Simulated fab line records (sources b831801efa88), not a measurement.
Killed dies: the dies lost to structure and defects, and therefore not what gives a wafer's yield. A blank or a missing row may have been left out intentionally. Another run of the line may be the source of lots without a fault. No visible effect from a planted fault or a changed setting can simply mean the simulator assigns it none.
fab line records	flow sky130	part 1 of 2: steps 1 to 42 of 43
[record] lots = 6	wafers = 18	last_day = 50
route steps=708 shown VIA2@525 METAL3@532 CAPM@537 PAD_OPEN@708
lots that met no fault: from a run of the same line without faults
start_h: hours from the record's first day to the start of the lot's first wafer shown	wait_h: time in hours since the lot's previous step	" as in the row above	L1.1+2: one row covering several wafers at once	- no value present, or no start provided	* or withheld: withheld	< > ~ a bound
route shown NAME@n: NAME is a module with steps in the file, n the number in the route of the first one	usual: the fault-free wafers' mean and standard deviation	same: alike in all rows	chamber/n: place in a boat	sites: the reading at each site	_std_site: standard deviation across them	_edge_site: mean of outer sites minus mean of inner sites	radius_mm: for every site, how far away it sits from the centre of the wafer	mask NAME#n: copy n	behind: the tool/chamber that last shaped the wafer	hold: why the lot was held/for how many hours/how that ended	device: the n, p or np transistor that did not switch	end of line: the same wafers' tests at the end of the route	a step with no rows: only its recipe	killed: the dies lost at the first sort to structure and to defects; this is not the yield of the wafer	map: a wafer's dies, x killed, . not, _ none there
set.NAME: setting as actually run; set.NAME@STEP: the setting as run at that earlier step	model.NAME: the simulator's own value behind a step, which no gauge read
certain route steps with their lots: each step a table, each wafer a row
services: from which hour (start_h, from the record's first day; less than 0 if before it) a tool's chamber was out of use, for how many hours, and why
[[steps]]
[step SKY_VIA2_CLEAN_18]
[recipe] chemistry = IPA	time_s = 180	temp_c = 25
[step SKY_VIA2_CLEAN_19]
[recipe] chemistry = O3/DIW	dry = n2_spin
[step SKY_VIA2_SPUTTER_20]
[recipe] material = TiN	target_thk_nm = 20	chamber_pressure_pa = 5	power_w = 4000	time_s = 80
[step SKY_VIA2_CVD_21]
[recipe] material = W	target_thk_nm = 420	time_s = 126.4	temp_c = 400	pressure_torr = 40
[step SKY_VIA2_RS_MEAS_22]
[recipe] thk_meas_gauge = four-point-probe	reads = W_of_VIA2_CVD_21+TiN_of_VIA2_SPUTTER_20
[usual] VIA2_W_RS = 0.270/0.0033
lot.wafer	tool	chamber	start_h	wait_h	VIA2_W_RS[ohm/sq]
L729.2	film_metro-02	-	866.18	0.1	0.265
L729.3	"	-	"	"	0.265
L729.5	"	-	"	"	0.266
L733.1	film_metro-02	-	891.66	0.1	0.269
L733.2	"	-	"	"	0.268
L733.4	"	-	"	"	0.264
L737.2	film_metro-01	-	923.31	0.1	0.269
L737.3	"	-	"	"	0.267
L737.6	"	-	"	"	0.269
L741.1	film_metro-04	-	949.31	0.1	0.273
L741.2	"	-	"	"	0.276
L741.3	"	-	"	"	0.275
L747.2	film_metro-04	-	989.93	0.1	0.267
L747.4	"	-	"	"	0.270
L747.6	"	-	"	"	0.269
L750.3	film_metro-01	-	1007.64	0.2	0.267
L750.5	"	-	"	"	0.273
L750.6	"	-	"	"	0.273
[step SKY_VIA2_THK_MEAS_23]
[recipe] thk_meas_gauge = xrf	reads = W_of_VIA2_CVD_21
[usual] VIA2_W_THK = 410/5.1
lot.wafer	tool	chamber	start_h	wait_h	VIA2_W_THK[nm]
L729.2	film_metro-02	-	866.29	0.1	415
L729.3	"	-	"	"	417
L729.5	"	-	"	"	413
L733.1	film_metro-02	-	891.78	0.1	411
L733.2	"	-	"	"	411
L733.4	"	-	"	"	417
L737.2	film_metro-01	-	923.42	0.1	409
L737.3	"	-	"	"	412
L737.6	"	-	"	"	409
L741.1	film_metro-04	-	949.43	0.1	405
L741.2	"	-	"	"	406
L741.3	"	-	"	"	403
L747.2	film_metro-04	-	990.04	0.1	418
L747.4	"	-	"	"	410
L747.6	"	-	"	"	410
L750.3	film_metro-01	-	1007.74	0.1	409
L750.5	"	-	"	"	398
L750.6	"	-	"	"	402
[step SKY_VIA2_CMP_24]
[recipe] stop_on = SiO2	t_overpolish_s = 20	down_force_psi = 3.5	platen_rpm = 60	target_thk_nm = 0	pad_velocity_m_s = 0.94248
[step SKY_METAL3_SPUTTER_00]
[recipe] material = Ti	target_thk_nm = 15	power_w = 3000	time_s = 10	chamber_pressure_pa = 0.4
[step SKY_METAL3_SPUTTER_01]
[recipe] material = TiN	target_thk_nm = 20	power_w = 6500	time_s = 16.7	chamber_pressure_pa = 0.4
[usual] throttle_valve_pct = 30.0/1.5
lot.wafer	tool	chamber	start_h	wait_h	throttle_valve_pct
L729.2	pvd_sputter-04	-	866.66	0.0	30.1
L729.3	"	-	"	"	28.3
L729.5	"	-	"	"	28.5
L733.1	pvd_sputter-03	-	892.17	0.0	30.3
L733.2	"	-	"	"	29.7
L733.4	"	-	"	"	31.7
L737.2	pvd_sputter-03	-	923.79	0.0	29.6
L737.3	"	-	"	"	30.0
L737.6	"	-	"	"	26.9
L741.1	pvd_sputter-02	-	949.82	0.0	29.9
L741.2	"	-	"	"	29.2
L741.3	"	-	"	"	29.3
L747.2	pvd_sputter-02	-	990.42	0.0	30.0
L747.4	"	-	"	"	29.2
L747.6	"	-	"	"	29.8
L750.3	pvd_sputter-03	-	1008.10	0.0	31.7
L750.5	"	-	"	"	31.7
L750.6	"	-	"	"	29.5
[step SKY_METAL3_SPUTTER_02]
[recipe] material = AlCu	target_thk_nm = 735	power_w = 10600	time_s = 39.1	chamber_pressure_pa = 0.4
[usual] throttle_valve_pct = 30.0/1.5
lot.wafer	tool	chamber	start_h	wait_h	throttle_valve_pct
L729.2	pvd_sputter-04	-	866.69	0.0	30.4
L729.3	"	-	"	"	28.5
L729.5	"	-	"	"	28.6
L733.1	pvd_sputter-03	-	892.20	0.0	30.1
L733.2	"	-	"	"	29.7
L733.4	"	-	"	"	31.5
L737.2	pvd_sputter-03	-	923.82	0.0	29.6
L737.3	"	-	"	"	30.2
L737.6	"	-	"	"	27.1
L741.1	pvd_sputter-02	-	949.84	0.0	29.8
L741.2	"	-	"	"	29.5
L741.3	"	-	"	"	29.1
L747.2	pvd_sputter-02	-	990.44	0.0	29.9
L747.4	"	-	"	"	29.1
L747.6	"	-	"	"	29.9
L750.3	pvd_sputter-03	-	1008.13	0.0	31.8
L750.5	"	-	"	"	31.9
L750.6	"	-	"	"	29.7
[step SKY_METAL3_SPUTTER_03]
[recipe] material = Ti	target_thk_nm = 5	power_w = 3000	time_s = 3.3	chamber_pressure_pa = 0.4
[step SKY_METAL3_SPUTTER_04]
[recipe] material = TiN	target_thk_nm = 70	power_w = 6500	time_s = 58.3	chamber_pressure_pa = 0.4
[step SKY_CAPM_CVD_00]
[recipe] material = SiO2	target_thk_nm = 15.5	temp_c = 400	time_s = withheld	rf_w = 450
[usual] heater_power_w = 717/63
lot.wafer	tool	chamber	start_h	wait_h	heater_power_w
L729.2	pecvd-02	0	866.80	0.0	709
L729.3	"	1	"	"	771
L729.5	"	1	"	"	766
L733.1	pecvd-01	1	892.32	0.0	767
L733.2	"	2	"	"	687
L733.4	"	2	"	"	682
L737.2	pecvd-04	2	923.92	0.0	678
L737.3	"	0	"	"	741
L737.6	"	0	"	"	735
L741.1	pecvd-01	0	949.95	0.0	700
L741.2	"	2	"	"	738
L741.3	"	1	"	"	848
L747.2	pecvd-02	0	990.55	0.0	707
L747.4	"	0	"	"	693
L747.6	"	0	"	"	717
L750.3	pecvd-02	0	1008.25	0.0	741
L750.5	"	0	"	"	714
L750.6	"	1	"	"	822
[step SKY_CAPM_THK_MEAS_01]
[recipe] reads = SiO2_of_CAPM_CVD_00
[usual] CAPM_CVD_00_THK = 15.46/0.22
lot.wafer	tool	chamber	start_h	wait_h	CAPM_CVD_00_THK[nm]
L729.2	film_metro-03	-	866.83	-	15.28
L729.3	"	-	"	"	15.34
L729.5	"	-	"	"	15.44
L733.1	film_metro-02	-	892.34	-	15.61
L733.2	"	-	"	"	15.28
L733.4	"	-	"	"	15.79
L737.2	film_metro-04	-	923.95	-	15.45
L737.3	"	-	"	"	15.04
L737.6	"	-	"	"	15.66
L741.1	film_metro-04	-	949.97	-	15.46
L741.2	"	-	"	"	15.66
L741.3	"	-	"	"	15.65
L747.2	film_metro-04	-	990.59	-	15.26
L747.4	"	-	"	"	15.59
L747.6	"	-	"	"	15.46
L750.3	film_metro-03	-	1008.29	-	15.61
L750.5	"	-	"	"	15.69
L750.6	"	-	"	"	15.37
[step SKY_CAPM_SPUTTER_02]
[recipe] material = TiN	target_thk_nm = 200	temp_c = 300	power_w = 6500	time_s = 169.9	chamber_pressure_pa = 0.4
[step SKY_CAPM_RS_MEAS_03]
[recipe] thk_meas_gauge = four-point-probe	reads = TiN_of_CAPM_SPUTTER_02
[usual] CAPM_TIN_RS = 6.73/0.079
lot.wafer	tool	chamber	start_h	wait_h	CAPM_TIN_RS[ohm/sq]
L729.2	film_metro-04	-	867.01	0.1	6.78
L729.3	"	-	"	"	6.90
L729.5	"	-	"	"	6.87
L733.1	film_metro-03	-	892.51	0.1	6.54
L733.2	"	-	"	"	6.59
L733.4	"	-	"	"	6.60
L737.2	film_metro-03	-	924.13	0.1	6.79
L737.3	"	-	"	"	6.87
L737.6	"	-	"	"	6.77
L741.1	film_metro-02	-	950.14	0.1	6.77
L741.2	"	-	"	"	6.79
L741.3	"	-	"	"	6.71
L747.2	film_metro-03	-	990.78	0.1	6.80
L747.4	"	-	"	"	6.63
L747.6	"	-	"	"	6.75
L750.3	film_metro-04	-	1008.48	0.1	6.76
L750.5	"	-	"	"	6.71
L750.6	"	-	"	"	6.74
[step SKY_CAPM_THK_MEAS_04]
[recipe] thk_meas_gauge = xrf	reads = TiN_of_CAPM_SPUTTER_02
[usual] CAPM_TIN_THK = 207.7/2.5
lot.wafer	tool	chamber	start_h	wait_h	CAPM_TIN_THK[nm]
L729.2	film_metro-04	-	867.12	0.1	206.5
L729.3	"	-	"	"	203.5
L729.5	"	-	"	"	203.8
L733.1	film_metro-03	-	892.63	0.1	212.4
L733.2	"	-	"	"	210.7
L733.4	"	-	"	"	209.2
L737.2	film_metro-03	-	924.24	0.1	206.2
L737.3	"	-	"	"	203.2
L737.6	"	-	"	"	205.9
L741.1	film_metro-02	-	950.26	0.1	207.5
L741.2	"	-	"	"	206.7
L741.3	"	-	"	"	209.0
L747.2	film_metro-03	-	990.89	0.1	203.4
L747.4	"	-	"	"	208.0
L747.6	"	-	"	"	204.5
L750.3	film_metro-04	-	1008.58	0.1	207.2
L750.5	"	-	"	"	208.1
L750.6	"	-	"	"	208.7
[step SKY_CAPM_DEHYDRATE_05]
[recipe] temp_c = 200	time_s = 60
[step SKY_CAPM_HMDS_06]
[recipe] prime_time_s = 60	prime_temp_c = 120
[step SKY_CAPM_COAT_07]
[recipe] resist = NOVOLAK	spin_rpm = 3000	resist_thk_nm = 1140
[step SKY_CAPM_SOFTBAKE_08]
[recipe] temp_c = 90	time_s = 60	resist = NOVOLAK
[step SKY_CAPM_EXPOSE_09]
[recipe] mask_id = CAPM	na = 0.6	source_shape = conventional	sigma_outer = 0.6	polarization = unpolarized	target_cd_nm = 1000	dose_mj = 159
[step SKY_CAPM_PEB_10]
[recipe] temp_c = withheld	time_s = *	resist = NOVOLAK
[step SKY_CAPM_DEVELOP_11]
[recipe] resist = NOVOLAK	developer = TMAH	develop_time_s = 60	dev_temp_c = 23
[step SKY_CAPM_OVL_MEAS_12]
[usual] CAPM_OVL = -0.5/1.6
lot.wafer	tool	chamber	start_h	wait_h	CAPM_OVL[nm]
L729.2	overlay-02	-	892.79	0.1	0.5
L729.3	"	-	"	"	2.1
L729.5	"	-	"	"	0.6
L733.1	overlay-02	-	917.56	0.1	-0.9
L733.2	"	-	"	"	-1.5
L733.4	"	-	"	"	-2.3
L737.2	overlay-01	-	948.99	0.1	-1.5
L737.3	"	-	"	"	-0.4
L737.6	"	-	"	"	-0.5
L741.1	overlay-01	-	973.58	0.1	1.8
L741.2	"	-	"	"	1.8
L741.3	"	-	"	"	1.4
L747.2	overlay-02	-	1013.99	0.1	0.6
L747.4	"	-	"	"	2.0
L747.6	"	-	"	"	1.3
L750.3	overlay-01	-	1031.24	0.1	-0.5
L750.5	"	-	"	"	-1.8
L750.6	"	-	"	"	-1.6
[step SKY_CAPM_METAL_ETCH_13]
[recipe] target_depth_nm = 220	stop_on = SiO2	chemistry = Cl2/BCl3	target = TiN	pressure_mtorr = 10	icp_w = 900	bias_w = 48.5	Cl2_flow_sccm = 60	bcl3_flow_sccm = 30	time_s = 62.9
[step SKY_CAPM_STRIP_14]
[recipe] chemistry = O2/N2	power_w = 1400	pressure_mtorr = 1500	platen_temp_c = withheld	o2_flow_sccm = 3000	n2_flow_sccm = 300	overash_fraction = 0.5
[usual] drypump_motor_current_A = 5.8/0.51	oes_product_au = 0.711/0.0044	strip_time_to_endpoint_s = 12.64/0.041
lot.wafer	tool	chamber	start_h	wait_h	drypump_motor_current_A	oes_product_au	rf_hours_counter_h	strip_time_to_endpoint_s
L729.2	plasma_asher-04	1	892.89	0.1	6.4	0.713	111	12.67
L729.3	"	0	"	"	5.1	0.707	-	12.67
L729.5	"	1	"	"	6.4	0.707	-	12.66
L733.1	plasma_asher-03	1	917.68	0.1	5.5	0.715	81	12.57
L733.2	"	0	"	"	5.3	0.712	81	12.61
L733.4	"	1	"	"	5.5	0.716	-	12.62
L737.2	plasma_asher-02	1	949.09	0.1	6.5	0.709	21	12.64
L737.3	"	1	"	"	6.5	0.709	-	12.69
L737.6	"	0	"	"	6.0	0.709	-	12.67
L741.1	plasma_asher-04	1	973.69	0.1	6.3	0.712	118	12.59
L741.2	"	0	"	"	5.1	0.707	118	12.62
L741.3	"	1	"	"	6.4	0.706	-	12.60
L747.2	plasma_asher-02	1	1014.09	0.1	6.5	0.710	28	12.62
L747.4	"	1	"	"	6.5	0.699	-	12.64
L747.6	"	0	"	"	6.1	0.713	-	12.66
L750.3	plasma_asher-02	1	1031.38	0.1	6.5	0.706	-	12.64
L750.5	"	0	"	"	6.1	0.703	-	12.61
L750.6	"	1	"	"	6.5	0.718	-	12.69
[step SKY_CAPM_STRIP_15]
[recipe] chemistry = post_etch_residue_remover	time_s = 1200	temp_c = 72.5
[step SKY_CAPM_CLEAN_16]
[recipe] chemistry = IPA	time_s = 180	temp_c = 25
[step SKY_CAPM_CLEAN_17]
[recipe] chemistry = O3/DIW	dry = n2_spin
[step SKY_METAL3_DEHYDRATE_05]
[recipe] temp_c = 200	time_s = 60
[step SKY_METAL3_HMDS_06]
[recipe] prime_time_s = 60	prime_temp_c = 120
[step SKY_METAL3_COAT_07]
[recipe] resist = BARC	temp_c = withheld	time_s = withheld	spin_rpm = 3000	resist_thk_nm = 60
[step SKY_METAL3_COAT_08]
[recipe] resist = KrF-thick	spin_rpm = 3000	resist_thk_nm = 1140
[step SKY_METAL3_SOFTBAKE_09]
[recipe] temp_c = 100	time_s = 90	resist = KrF-thick
[step SKY_METAL3_EXPOSE_10]
[recipe] mask_id = MM3	na = 0.68	source_shape = annular	sigma_inner = 0.4	sigma_outer = 0.8	target_cd_nm = 300	dose_mj = 28
[step SKY_METAL3_PEB_11]
[recipe] peb_temp_c = withheld	peb_time_s = withheld	resist = KrF-thick
[step SKY_METAL3_DEVELOP_12]
[recipe] develop_time_s = 60	resist = KrF-thick	dev_temp_c = 21
[step SKY_METAL3_CD_MEAS_13]
[recipe] target_cd_nm = 300
[usual] cd_nm = 300.3/1.4
lot.wafer	tool	chamber	start_h	wait_h	cd_nm
L729.2	cd_sem-02	-	918.87	-	300.6
L729.3	"	-	"	"	300.7
L729.5	"	-	"	"	299.7
L733.1	cd_sem-01	-	942.93	-	296.6
L733.2	"	-	"	"	296.5
L733.4	"	-	"	"	296.3
L737.2	cd_sem-02	-	973.95	-	300.1
L737.3	"	-	"	"	301.0
L737.6	"	-	"	"	301.3
L741.1	cd_sem-01	-	997.75	-	300.5
L741.2	"	-	"	"	300.6
L741.3	"	-	"	"	301.3
L747.2	cd_sem-01	-	1037.45	-	300.5
L747.4	"	-	"	"	300.0
L747.6	"	-	"	"	299.5
L750.3	cd_sem-02	-	1054.05	-	298.4
L750.5	"	-	"	"	298.2
L750.6	"	-	"	"	299.4
[step SKY_METAL3_OVL_MEAS_14]
[usual] METAL3_OVL = -1/5
lot.wafer	tool	chamber	start_h	wait_h	METAL3_OVL[nm]
L729.2	overlay-02	-	918.98	0.1	-2
L729.3	"	-	"	"	0
L729.5	"	-	"	"	0
L733.1	overlay-02	-	943.05	0.1	-5
L733.2	"	-	"	"	2
L733.4	"	-	"	"	0
L737.2	overlay-01	-	974.06	0.1	-12
L737.3	"	-	"	"	-7
L737.6	"	-	"	"	-5
L741.1	overlay-01	-	997.87	0.1	-2
L741.2	"	-	"	"	11
L741.3	"	-	"	"	3
L747.2	overlay-02	-	1037.56	0.1	-5
L747.4	"	-	"	"	-6
L747.6	"	-	"	"	-8
L750.3	overlay-02	-	1054.15	0.1	-2
L750.5	"	-	"	"	-6
L750.6	"	-	"	"	-5
[step SKY_METAL3_DESCUM_15]
[recipe] chemistry = O2	source_power_w = 150	bias_power_w = 0	pressure_mtorr = 10	temp_c = 40	time_s = 8
[usual] drypump_motor_current_A = 5.4/0.45	oes_product_au = 1.003/0.011
lot.wafer	tool	chamber	start_h	wait_h	drypump_motor_current_A	oes_product_au	rf_hours_counter_h
L729.2	rie_metal-03	0	919.02	0.0	5.8	1.020	-
L729.3	"	0	"	"	5.8	1.020	-
L729.5	"	0	"	"	5.8	1.024	-
L733.1	rie_metal-03	0	943.09	0.0	5.8	1.010	15
L733.2	"	1	"	"	5.2	0.992	1
L733.4	"	1	"	"	5.2	1.010	-
L737.2	rie_metal-02	1	974.09	0.0	4.7	0.990	11
L737.3	"	0	"	"	6.0	1.000	-
L737.6	"	1	"	"	4.7	0.983	-
L741.1	rie_metal-01	1	997.91	0.0	5.1	0.983	13
L741.2	"	0	"	"	5.6	1.007	17
L741.3	"	1	"	"	5.0	0.993	-
L747.2	rie_metal-03	1	1037.59	0.0	5.2	0.996	6
L747.4	"	1	"	"	5.3	1.005	-
L747.6	"	0	"	"	5.8	1.004	-
L750.3	rie_metal-03	1	1054.19	0.0	5.2	0.991	-
L750.5	"	1	"	"	5.2	0.993	-
L750.6	"	1	"	"	5.2	1.002	-
[step SKY_METAL3_ETCH_16]
[recipe] chemistry = N2/H2	target = BARC	ion_energy_ev = 200	bias_w = 100	pressure_mtorr = 30	n2_flow_sccm = 100	h2_flow_sccm = 200	icp_w = 500	stop_on = SiO2	time_s = 88.2	target_depth_a = 600
[usual] drypump_motor_current_A = 5.4/0.46	oes_product_au = 0.626/0.0047	throttle_valve_pct = 13.205/0.0093
lot.wafer	tool	chamber	start_h	wait_h	drypump_motor_current_A	oes_product_au	rf_hours_counter_h	throttle_valve_pct
L729.2	rie_metal-03	0	919.10	0.1	5.8	0.625	-	13.208
L729.3	"	0	"	"	5.8	0.628	-	13.206
L729.5	"	0	"	"	5.8	0.631	-	13.191
L733.1	rie_metal-03	0	943.12	0.0	5.8	0.627	15	13.197
L733.2	"	1	"	"	5.2	0.630	1	13.216
L733.4	"	1	"	"	5.2	0.633	-	13.209
L737.2	rie_metal-02	1	974.12	0.0	4.7	0.633	11	13.199
L737.3	"	0	"	"	6.0	0.623	-	13.202
L737.6	"	1	"	"	4.7	0.629	-	13.211
L741.1	rie_metal-01	1	997.94	0.0	5.1	0.624	13	13.206
L741.2	"	0	"	"	5.6	0.622	17	13.195
L741.3	"	1	"	"	5.1	0.626	-	13.213
L747.2	rie_metal-03	1	1037.62	0.0	5.2	0.618	6	13.218
L747.4	"	1	"	"	5.3	0.616	-	13.188
L747.6	"	0	"	"	5.8	0.631	-	13.208
L750.3	rie_metal-03	1	1054.30	0.1	5.3	0.628	-	13.210
L750.5	"	1	"	"	5.2	0.628	-	13.206
L750.6	"	1	"	"	5.3	0.626	-	13.204
